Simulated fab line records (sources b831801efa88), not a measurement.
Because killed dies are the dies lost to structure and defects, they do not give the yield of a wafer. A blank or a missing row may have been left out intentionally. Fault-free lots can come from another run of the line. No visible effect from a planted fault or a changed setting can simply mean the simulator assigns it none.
Comparing a struck lot with a sound one | flow gf180mcu | 15 out of 602 route steps
Sound: the wafers L347.2, L347.3, L347.6. The struck wafers were L358.1, L358.3, L358.5. The cause is given at the end.
Each step with rows lists, per side, the tool, then ch with its chambers, then its first start. Under that, the readings that differ: sound wafers | struck wafers | difference of the means | sigmas: that difference in standard deviations of wafers without a fault.
alike: readings whose means differ by less than 2 such deviations, and words and numbers that are the same on both sides. not compared: withheld readings, readings that some wafer has no value for, bounds like >300 that may hide the same value, and numbers for which the record gives no deviation and whose values overlap.
Wherever a step has rows on one side only, a row that says differs or no value, or a row with sigmas, the two part there. Numbers that have no deviation but don't overlap get no sigmas and don't part them. A reading that every wafer of one side lacks parts them only if that side has two wafers or more.

GF_DUAL_GATE_STRIP_13: strips in O2/N2.
  sound on plasma asher-04 ch 0,1, day 8 11:25; struck on plasma asher-04 ch 0, day 11 15:13
  alike: drypump motor current A, heater power w, oes product au, strip time to endpoint s
  not compared: rf hours counter h
then, 3 steps without rows for these wafers: GF_DUAL_GATE_CLEAN_14 (cleans in SC1/SC2, time 150 s); GF_DUAL_GATE_OXIDATION_15 (stabilise 600 s, purge 300 s, target thk 7.098 nm); GF_POLY_GATE_CVD_00 (deposits poly-Si, target thk 200 nm, time 1200 s).
GF_POLY_GATE_THK_MEAS_01:
  struck on film metro-03, day 11 19:20; sound on film metro-03, day 8 14:41
  alike: POLY_GATE_CVD_00_THK
then, 7 steps without rows for these wafers: GF_POLY_GATE_DEHYDRATE_02 (time 60 s); GF_POLY_GATE_HMDS_03 (prime time 60 s); GF_POLY_GATE_COAT_04; GF_POLY_GATE_COAT_05 (resist thk 700 nm); GF_POLY_GATE_SOFTBAKE_06 (time 60 s); GF_POLY_GATE_EXPOSE_07 (exposes mask Poly2, target cd 280 nm); GF_POLY_GATE_PEB_08 (peb time 90 s).
GF_POLY_GATE_DEVELOP_09: develop time 60 s.
  sound on litho track-01 ch 0, day 9 07:51; struck on litho track-02 ch 0, day 12 14:41
  reading              | sound             | struck            | difference | sigmas
  developer temp C (C) | 21.14 20.95 20.88 | 21.82 21.78 21.87 | +0.83      | +9
GF_POLY_GATE_CD_MEAS_10 targets a cd of 280 nm.
  struck on cd sem-02, day 12 14:50; sound on cd sem-01, day 9 08:00
  alike: cd nm
-- here the record skips 20 days between the struck wafers' starts before and after, leaving off in module POLY_GATE and picking up in module PASSIVATION (first step shown: number 602 of the route) --
GF_PASSIVATION_PROBE_99:
  record: rows for the struck wafers here (prober-01, day 32 11:35), none for the sound ones

WHERE THEY PART
Last at GF_PASSIVATION_PROBE_99 as far as this record goes, first at GF_POLY_GATE_DEVELOP_09.

WHY: what had been put in by the simulator
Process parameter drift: litho track-02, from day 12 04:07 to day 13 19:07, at GF_POLY_GATE_DEVELOP_09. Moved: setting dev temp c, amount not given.
